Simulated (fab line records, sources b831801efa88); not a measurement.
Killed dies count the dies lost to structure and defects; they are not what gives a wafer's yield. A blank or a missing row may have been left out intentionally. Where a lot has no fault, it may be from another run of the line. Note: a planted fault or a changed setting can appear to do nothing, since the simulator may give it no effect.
Code-filled problem report in 8D (eight disciplines) form | flow sfq-line | the parts of the form that need people (team, actions taken, sign-off) are left out

## 1. THE ISSUE
At SFQ_TRILAYER_M2_BARC_OPEN_METAL_ETCH_077, rf-fwd-power-W averages 687 W over 4 wafers from 3 lots, while fault-free wafers read 592 W, standard deviation 3.2. That puts it +30 standard deviations away from the usual mean.
The step: etches BARC in O2, target depth 125 nm, time 41.7 s.
Earliest sighting: wafer L448.6 on rie-metal-03 at day 47 13:55. Wafers with a number at this step in the record: 45, from 15 lots. Rule for "out" (also "out of limits"): further than 4 standard deviations from the usual mean. The rest of the wafers with a number are treated as sound.

## 2. WHAT IT IS; WHAT IT IS NOT
question                    | is                             | is not
which readings at this step | rf-fwd-power-W                 | chamber-pressure-mTorr, drypump-motor-current-A
which lots                  | L448, L449, L450               | L432, L433, L435, L436, L437, L438, L439, L440, L445, L451, L453, L455
which wafers of those lots  | L448.6, L449.4, L449.5, L450.4 | L448.3, L448.5, L449.3, L450.1, L450.3
read on which tools         | rie-metal-03                   | rie-metal-02, rie-metal-04
when                        | from day 47 13:55              | up to then (29 sound wafers); but 12 sound wafers of L449, L450, L451, L453, L455 came after

## 3. WHAT RULES OUT EACH SUSPECT
Counting: a tool at a process step up to the reading stays a suspect if it ran every lot that is out. Sound lots after the first of them don't rule it out here, since some wafers of a struck lot are sound.
- rie-metal-03 at SFQ_TRILAYER_M2_BARC_OPEN_METAL_ETCH_077 (etches BARC in O2, target depth 125 nm, time 41.7 s): kept. It processed each lot that is out (first: L448, day 47 13:55); up to then, its last sound lot is L438 (day 42 16:49). On those wafers its own readings are out: rf-fwd-power-W.
- At SFQ_TRILAYER_M2_BARC_OPEN_METAL_ETCH_077 on rie-metal-03, chamber 0 took the sound wafers of the same lots and chamber 1 took the wafers that are out.
After counting, what remains is rie-metal-03 at SFQ_TRILAYER_M2_BARC_OPEN_METAL_ETCH_077.

## 4. THE CAUSE (what the simulator had put in)
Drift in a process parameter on rie-metal-03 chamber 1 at SFQ_TRILAYER_M2_BARC_OPEN_METAL_ETCH_077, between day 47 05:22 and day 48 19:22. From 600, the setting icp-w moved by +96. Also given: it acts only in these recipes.
The count eliminated every tool but this one.

## 5. THE EFFECT CHAIN, in route order
One row per reading whose mean, taken over the struck wafers that have a number, lies over 3 standard deviations from the usual. Only readings whose record carries a usual standard deviation are examined. hours: median over the lots of the time between each lot's start at the first step of this table that gives one and its start at this step. sigmas: the change, counted in usual standard deviations.
hours | step                                     | reading        | usual | on struck wafers | change | sigmas
0     | SFQ_TRILAYER_M2_BARC_OPEN_METAL_ETCH_077 | rf-fwd-power-W | 592 W | 687              | +95    | +30
Process steps it contains:
- SFQ_TRILAYER_M2_BARC_OPEN_METAL_ETCH_077: etches BARC in O2, target depth 125 nm, time 41.7 s.

## 6. HOW IT WOULD HAVE BEEN CAUGHT EARLIER
The fault began at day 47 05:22; the first out-of-limits reading in this record came at day 47 13:55, 9 hours later.
